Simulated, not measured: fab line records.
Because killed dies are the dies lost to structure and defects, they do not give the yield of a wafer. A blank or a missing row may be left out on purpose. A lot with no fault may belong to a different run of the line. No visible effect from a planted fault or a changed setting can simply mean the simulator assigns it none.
Which tool did it? + flow sky130 + Sampling: 24 lots, 72 wafers, 3 of 708 route steps

## WHAT THE GAUGES READ, wafer by wafer
SKY_FIELD_ISO_BOW_MEAS_00. Usual: INCOMING_BOW gives -1 um (standard deviation 6.7).
| lot  | measured    | on            | INCOMING_BOW (um) | flag |
|------|-------------|---------------|-------------------|------|
| L074 | day 1 10:01 | film-metro-02 | 1 10 -3           |      |
| L075 | day 1 15:01 | film-metro-04 | -3 -2 3           |      |
| L076 | day 1 20:00 | film-metro-01 | 1 -3 -10          |      |
| L077 | day 2 01:01 | film-metro-04 | 16 3 8            |      |
| L078 | day 2 06:00 | film-metro-04 | -1 7 -2           |      |
| L079 | day 2 11:00 | film-metro-02 | 5 5 4             |      |
| L080 | day 2 16:00 | film-metro-02 | 10 -5 -3          |      |
| L081 | day 2 21:00 | film-metro-02 | 5 8 2             |      |
| L082 | day 3 02:00 | film-metro-02 | 0 4 -3            |      |
| L083 | day 3 07:01 | film-metro-02 | 5 10 -8           |      |
| L084 | day 3 12:00 | film-metro-01 | -10 -2 15         |      |
| L085 | day 3 17:04 | film-metro-04 | -1 -5 -4          |      |
| L086 | day 3 22:00 | film-metro-01 | 2 0 -4            |      |
| L087 | day 4 03:00 | film-metro-01 | 2 -3 -1           |      |
| L088 | day 4 08:02 | film-metro-01 | 5 -9 1            |      |
| L089 | day 4 13:01 | film-metro-01 | 1 -2 -1           |      |
| L090 | day 4 18:01 | film-metro-02 | 0 -1 9            |      |
| L091 | day 4 23:04 | film-metro-02 | -7 5 -7           |      |
| L092 | day 5 04:02 | film-metro-04 | -13 -2 -5         |      |
| L093 | day 5 09:02 | film-metro-04 | -7 0 -8           |      |
| L094 | day 5 14:01 | film-metro-02 | -15 3 0           |      |
| L095 | day 5 19:01 | film-metro-01 | 2 5 3             |      |
| L096 | day 6 00:04 | film-metro-04 | -2 5 -1           |      |
| L097 | day 6 05:00 | film-metro-01 | 3 -15 3           |      |

SKY_VIA2_THK_MEAS_23: measures by xrf. Usual: VIA2_W_THK gives 432 nm (standard deviation 6).
| lot  | measured     | on            | VIA2_W_THK (nm) | flag |
|------|--------------|---------------|-----------------|------|
| L074 | day 36 08:15 | film-metro-01 | 418 420 423     |      |
| L075 | day 36 16:35 | film-metro-01 | 422 421 421     |      |
| L076 | day 37 22:56 | film-metro-02 | 437 429 431     |      |
| L077 | day 38 01:04 | film-metro-04 | 438 443 443     |      |
| L078 | day 38 04:42 | film-metro-04 | 432 436 437     |      |
| L079 | day 38 04:03 | film-metro-04 | 442 441 438     |      |
| L080 | day 38 05:07 | film-metro-02 | 428 427 430     |      |
| L081 | day 38 09:37 | film-metro-01 | 434 425 437     |      |
| L082 | day 39 00:11 | film-metro-04 | 431 429 427     |      |
| L083 | day 39 04:17 | film-metro-02 | 437 429 434     |      |
| L084 | day 39 14:36 | film-metro-01 | 424 429 434     |      |
| L085 | day 39 14:13 | film-metro-01 | 422 430 431     |      |
| L086 | day 40 06:55 | film-metro-04 | 440 435 435     |      |
| L087 | day 41 12:01 | film-metro-02 | 442 437 437     |      |
| L088 | day 41 12:11 | film-metro-04 | 429 431 431     |      |
| L089 | day 41 10:36 | film-metro-02 | 439 440 437     |      |
| L090 | day 41 13:41 | film-metro-02 | 432 434 435     |      |
| L091 | day 41 15:27 | film-metro-02 | 438 437 433     |      |
| L092 | day 41 18:02 | film-metro-02 | 429 431 429     |      |
| L093 | day 41 19:29 | film-metro-01 | 432 426 426     |      |
| L094 | day 42 08:59 | film-metro-01 | 426 424 422     |      |
| L095 | day 42 13:53 | film-metro-02 | 435 439 434     |      |
| L096 | day 42 18:23 | film-metro-02 | 437 441 435     |      |
| L097 | day 42 20:34 | film-metro-04 | 430 439 431     |      |

SKY_METAL3_OVL_MEAS_14. Usual: METAL3_OVL gives -1 nm (standard deviation 5.2).
| lot  | measured     | on         | METAL3_OVL (nm) | flag |
|------|--------------|------------|-----------------|------|
| L074 | day 38 13:08 | overlay-01 | 7 5 9           |      |
| L075 | day 38 21:44 | overlay-02 | 4 2 4           |      |
| L076 | day 40 01:41 | overlay-02 | -12 -6 -4       |      |
| L077 | day 40 02:31 | overlay-02 | -2 -7 4         |      |
| L078 | day 40 07:22 | overlay-01 | 4 -2 -6         |      |
| L079 | day 40 06:13 | overlay-02 | 3 7 2           |      |
| L080 | day 40 07:40 | overlay-01 | 6 0 6           |      |
| L081 | day 40 11:37 | overlay-02 | 2 -5 -1         |      |
| L082 | day 41 06:31 | overlay-02 | 12 10 4         |      |
| L083 | day 41 07:44 | overlay-01 | -6 -10 -14      |      |
| L084 | day 41 17:14 | overlay-02 | -4 5 -2         |      |
| L085 | day 41 16:38 | overlay-01 | -2 -2 -8        |      |
| L086 | day 42 07:38 | overlay-02 | -4 -5 -4        |      |
| L087 | day 43 11:20 | overlay-01 | 8 11 7          |      |
| L088 | day 43 11:41 | overlay-01 | 3 -4 -2         |      |
| L089 | day 43 09:53 | overlay-01 | 6 -1 -1         |      |
| L090 | day 43 12:02 | overlay-01 | -3 2 2          |      |
| L091 | day 43 13:23 | overlay-01 | -7 -6 -3        |      |
| L092 | day 43 16:17 | overlay-02 | -6 0 -1         |      |
| L093 | day 43 17:16 | overlay-01 | -14 -4 -9       |      |
| L094 | day 44 06:40 | overlay-02 | -4 -5 -4        |      |
| L095 | day 44 12:10 | overlay-02 | -2 -2 0         |      |
| L096 | day 44 16:29 | overlay-01 | 8 -1 3          |      |
| L097 | day 44 18:28 | overlay-02 | -2 -3 -5        |      |

## WHAT TOOL EACH LOT RAN ON (gives the tool, then ch and the chambers of the sampled wafers, and finally the start)
The record shows no process step preceding these readings.

## WHAT THE TOOLS THEMSELVES READ (means of the sampled wafers that have a number; where no wafer has one, the mark that the record gives instead)
The record holds no such reading with a usual standard deviation.

## THE ANSWER, worked out from the rows above alone
Rule: take the mean of a lot's wafers that have a number; if it is more than 3 standard deviations from the usual mean, the lot is off. A lot without any number at a reading at which 4 lots or more have one is off too. Where the step has rows for the other lots, those lots are counted as sound. The gauges are gone through in route order, then the tools' own readings, and for those a lot's mean is taken as printed above. At the first step where some lot is off, the reading lying furthest off is the one used; lots without a number count as furthest.
No lot is off on any of the readings shown, so nothing can be concluded from this.

## WHAT HAD BEEN PUT IN BY THE SIMULATOR
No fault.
